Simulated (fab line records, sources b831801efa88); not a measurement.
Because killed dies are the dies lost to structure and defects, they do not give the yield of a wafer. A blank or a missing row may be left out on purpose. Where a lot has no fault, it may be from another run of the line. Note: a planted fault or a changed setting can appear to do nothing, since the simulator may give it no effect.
Problem report, 8D (eight disciplines) form, completed by code ; flow gf180mcu ; the parts of the form that need people (team, actions taken, sign-off) are left out

== 1. WHAT IS WRONG ==
POLY_GATE_CVD_00_THK at GF_POLY_GATE_THK_MEAS_01 reads a mean of 180.9 nm on 3 wafers of 1 lot; wafers without a fault read 200.3 nm with a standard deviation of 1.6. Measured from the usual mean, that is -12 standard deviations.
Seen first at day 12 14:29 on film metro-01, wafer L733.4. Wafers with a number at this step in the record: 33, from 11 lots. Rule for "out" (also "out of limits"): further than 4 standard deviations from the usual mean. The rest of the wafers with a number are treated as sound.

== 2. WHAT THIS IS AND IS NOT ==
question;is;is not
which readings at this step;POLY_GATE_CVD_00_THK;-
which lots;L733;L719, L721, L722, L724, L731, L735, L737, L739, L740, L742
which wafers of those lots;all that have a number;-
read on which gauges;film metro-01;film metro-03, film metro-04
when;from day 12 14:29;"up to then (15 sound wafers); but 15 sound wafers of L735, L737, L739, L740, L742 came after"

== 3. SUSPECTS, AND WHAT RULES EACH OUT ==
Counting: a tool at a process step up to the reading stays a suspect if it ran every lot that is out and no sound lot after the first of them.
- the gauge at GF_POLY_GATE_THK_MEAS_01: ruled out. All the wafers that are out were read on film metro-01, but those of them that GF_POLY_GATE_CVD_00 has rows for are out there too, on other tools.
- lpcvd-02 at GF_POLY_GATE_CVD_00 (deposits poly-Si, target thk 200 nm, time 1200 s): ruled out as a lasting fault. Following L733 (day 12 13:07), the first lot on it that is out, the sound lots L742 were run on it.
Left after counting: nothing in the record.

== 4. THE CAUSE (what the simulator had put in) ==
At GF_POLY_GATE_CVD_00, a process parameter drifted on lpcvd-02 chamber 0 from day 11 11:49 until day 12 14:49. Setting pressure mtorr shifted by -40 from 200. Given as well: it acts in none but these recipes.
Counting ruled it out, wrongly: the rule takes a fault to strike every lot that its tool runs from its start on, and this one did not.

== 5. SEQUENCE OF EFFECTS, ordered by route ==
Each row: a reading where the mean over the struck wafers with a number is more than 3 standard deviations away from the usual. Only readings whose record carries a usual standard deviation are examined. hours: median over the lots of the time between each lot's start at the first step of this table that gives one and its start at this step. sigmas: the change, counted in usual standard deviations.
hours;step;reading;usual;on struck wafers;change;sigmas
0;GF_POLY_GATE_CVD_00;pressure mtorr;199.8 mTorr;159.9;-39.9;-99 or more
1;GF_POLY_GATE_THK_MEAS_01;POLY_GATE_CVD_00_THK;200.3 nm;180.9;-19.4;-12
21;GF_POLY_GATE_ETCH_13;oes product au;0.990 a.u.;0.933;-0.057;-7.1
The process steps in it:
- GF_POLY_GATE_CVD_00: deposits poly-Si, target thk 200 nm, time 1200 s.
- GF_POLY_GATE_ETCH_13: etches poly-Si in HBr/Cl2, stops on SiO2, target depth 198.5 nm, time 69.6 s.
Later steps that measure or inspect, where all struck wafers having a row at the step show a number for every such reading and not one has moved that far: GF_SALICIDE_THK_MEAS_05.

== 6. HOW IT WOULD HAVE BEEN CAUGHT EARLIER ==
Counted from the fault's start at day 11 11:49, it took 27 hours until the first out-of-limits reading at a measuring or inspecting step in this record, taken at day 12 14:29.
At GF_POLY_GATE_CVD_00, the tool's own readings (pressure mtorr) were out on each struck wafer the step has a row for, so an alarm limit on them would have fired on the first such wafer.
